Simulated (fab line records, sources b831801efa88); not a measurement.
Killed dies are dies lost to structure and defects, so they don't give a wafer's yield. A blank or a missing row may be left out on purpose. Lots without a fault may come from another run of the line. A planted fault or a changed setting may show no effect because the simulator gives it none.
Problem report in the 8D (eight disciplines) form, filled by code | flow sky130 | the parts of the form that need people (team, actions taken, sign-off) are left out

1. THE PROBLEM
run_length_s at SKY_LI_CONTACT_SOFTBAKE_08 reads a mean of 114.13 s on 2 wafers of 2 lots; wafers without a fault read 119.17 s with a standard deviation of 0.17. That is -30 standard deviations from the usual mean.
The step: time 90 s.
First seen on wafer L190.1, day 33 11:00, on litho_track-01. The record holds 39 wafers of 13 lots with a number at this step. Rule for "out", or "out of limits": more than 4 standard deviations from the usual mean. The other wafers with a number count as sound.

2. WHAT IT IS AND WHAT IT IS NOT
question                    | is                                 | is not
which readings at this step | run_length_s, heater_power_total_W | -
which lots                  | L190, L193                         | L175, L176, L178, L179, L180, L181, L182, L183, L184, L185, L187
which wafers of those lots  | L190.1, L193.1                     | L190.4, L190.5, L193.2, L193.5
read on which tools         | litho_track-01                     | litho_track-02, litho_track-03
when                        | from day 33 11:00                  | up to then (33 sound wafers); but 4 sound wafers of L190, L193 came after

3. SUSPECTS, AND WHAT RULES EACH OUT
Counting: a tool at a process step up to the reading stays a suspect if it ran every lot that is out. Sound lots after the first of them don't rule it out here, since some wafers of a struck lot are sound.
- litho_track-01 at SKY_LI_CONTACT_SOFTBAKE_08 (time 90 s): kept. It ran every lot that is out, first L190 (day 33 11:00); its last sound lot up to then is L187 (day 33 00:00). Its own readings are out on those wafers: heater_power_total_W, run_length_s.
Left after counting: litho_track-01 at SKY_LI_CONTACT_SOFTBAKE_08.

4. THE CAUSE (what the simulator had put in)
Process parameter drift: litho_track-01, from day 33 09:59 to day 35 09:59, at SKY_LI_CONTACT_SOFTBAKE_08. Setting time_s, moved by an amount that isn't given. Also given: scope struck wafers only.
Counting left only this tool.

5. THE CHAIN OF EFFECTS, in route order
Each row: a reading whose mean over the struck wafers that have a number lies more than 3 standard deviations from the usual. Only readings for which the record gives a usual standard deviation are gone through. hours: the time from each lot's start at the first step in this table that gives one to its start at this step, as a median over the lots. sigmas: the change in usual standard deviations.
hours | step                       | reading              | usual    | on struck wafers | change | sigmas
0     | SKY_LI_CONTACT_SOFTBAKE_08 | heater_power_total_W | 57.36 W  | 58.50            | +1.14  | +10
0     | SKY_LI_CONTACT_SOFTBAKE_08 | run_length_s         | 119.17 s | 114.13           | -5.04  | -30
The process steps in it:
- SKY_LI_CONTACT_SOFTBAKE_08: time 90 s.

6. WHAT WOULD HAVE CAUGHT IT SOONER
In this record the first reading out of limits was taken at day 33 11:00, 1 hour after the fault began at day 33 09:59.
